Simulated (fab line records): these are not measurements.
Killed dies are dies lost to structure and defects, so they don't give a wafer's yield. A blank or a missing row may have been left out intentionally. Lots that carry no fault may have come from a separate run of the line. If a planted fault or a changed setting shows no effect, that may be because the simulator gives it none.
Shared-tool check ; flow sky130 ; 10 lots, 30 wafers sampled

== WHY THIS WAS OPENED ==
1 of 10 lots carry a flag on the reading FIELD_ISO_CVD_03_THK at SKY_FIELD_ISO_THK_MEAS_04. No-fault wafers: 164.7 nm, standard deviation 1.7.
Rule: flag the lot when none of its wafers has a number, or when each of its wafers that has one lies beyond 4 standard deviations from that mean. As for the other lots, they are considered sound.

lot;measured;on;FIELD_ISO_CVD_03_THK (nm), wafer by wafer;flag
L146;day 1 14:14;film metro-03;162.3 164.5 164.3;
L147;day 1 18:29;film metro-04;163.0 164.0 164.0;
L148;day 2 00:00;film metro-02;166.4 166.2 166.8;
L151;day 2 17:10;film metro-03;166.8 167.2 167.2;
L154;day 3 06:59;film metro-03;162.7 162.8 163.4;
L157;day 3 22:09;film metro-03;151.0 152.8 153.0;FLAGGED
L160;day 4 15:16;film metro-04;164.1 165.4 163.8;
L161;day 4 18:06;film metro-03;164.5 162.9 163.5;
L162;day 4 22:58;film metro-03;161.7 162.8 162.8;
L163;day 5 03:56;film metro-04;165.6 167.0 167.1;
On average the flagged lots' numbers are 152.3 nm, which is -12.4 nm against the usual, or -7 standard deviations.

== WHICH TOOL EACH LOT WENT THROUGH ==
The record holds 1 process step before the reading, out of a route of 708 steps. In each cell: the tool, then ch and the chambers that the sampled wafers went through, then the start.
lot;flag;SKY_FIELD_ISO_CVD_03
L146;;lpcvd-02 ch 0, day 1 12:26
L147;;lpcvd-02 ch 0, day 1 16:41
L148;;lpcvd-02 ch 0, day 1 22:13
L151;;lpcvd-02 ch 1, day 2 15:22
L154;;lpcvd-02 ch 1, day 3 05:11
L157;FLAGGED;lpcvd-02 ch 0, day 3 19:27
L160;;lpcvd-02 ch 1, day 4 13:28
L161;;lpcvd-02 ch 1, day 4 16:19
L162;;lpcvd-02 ch 1, day 4 21:11
L163;;lpcvd-02 ch 1, day 5 02:09
What these steps do:
- SKY_FIELD_ISO_CVD_03: deposits Si3N4 from DCS/NH3, target thk 165 nm, time 2830 s.
- SKY_FIELD_ISO_THK_MEAS_04

== FLAGGED AGAINST TOTAL, ONE TOOL AT A TIME (gauges that did the reading follow at the end) ==
step;tool;lots run;flagged;share of the flagged lots;sound lots run after its first flagged lot
SKY_FIELD_ISO_CVD_03;lpcvd-02;10;1;all;4 (L160,L161,L162,L163)
SKY_FIELD_ISO_THK_MEAS_04;film metro-02;1;0;none;-
SKY_FIELD_ISO_THK_MEAS_04;film metro-03;6;1;all;2 (L161,L162)
SKY_FIELD_ISO_THK_MEAS_04;film metro-04;3;0;none;-

== WHAT THE TABLE PERMITS ==
lpcvd-02 at SKY_FIELD_ISO_CVD_03 and film metro-03 at SKY_FIELD_ISO_THK_MEAS_04 are the 2 rows of the table that ran each flagged lot.
- lpcvd-02 at SKY_FIELD_ISO_CVD_03: 1 of its 10 lots flagged. Sound lots followed the first flagged one (L160, L161, L162, L163) on it, something a lasting fault affecting the whole tool could not allow. Its own readings lie more than 4 standard deviations out on every wafer of the flagged lots: pressure mtorr.
- film metro-03 at SKY_FIELD_ISO_THK_MEAS_04: 1 of its 6 lots flagged. Sound lots followed the first flagged one (L161, L162) on it, something a lasting fault affecting the whole tool could not allow.
No row of the table ran every flagged lot and no sound lot after the first.

== WHAT THE SIMULATOR HAD PUT IN ==
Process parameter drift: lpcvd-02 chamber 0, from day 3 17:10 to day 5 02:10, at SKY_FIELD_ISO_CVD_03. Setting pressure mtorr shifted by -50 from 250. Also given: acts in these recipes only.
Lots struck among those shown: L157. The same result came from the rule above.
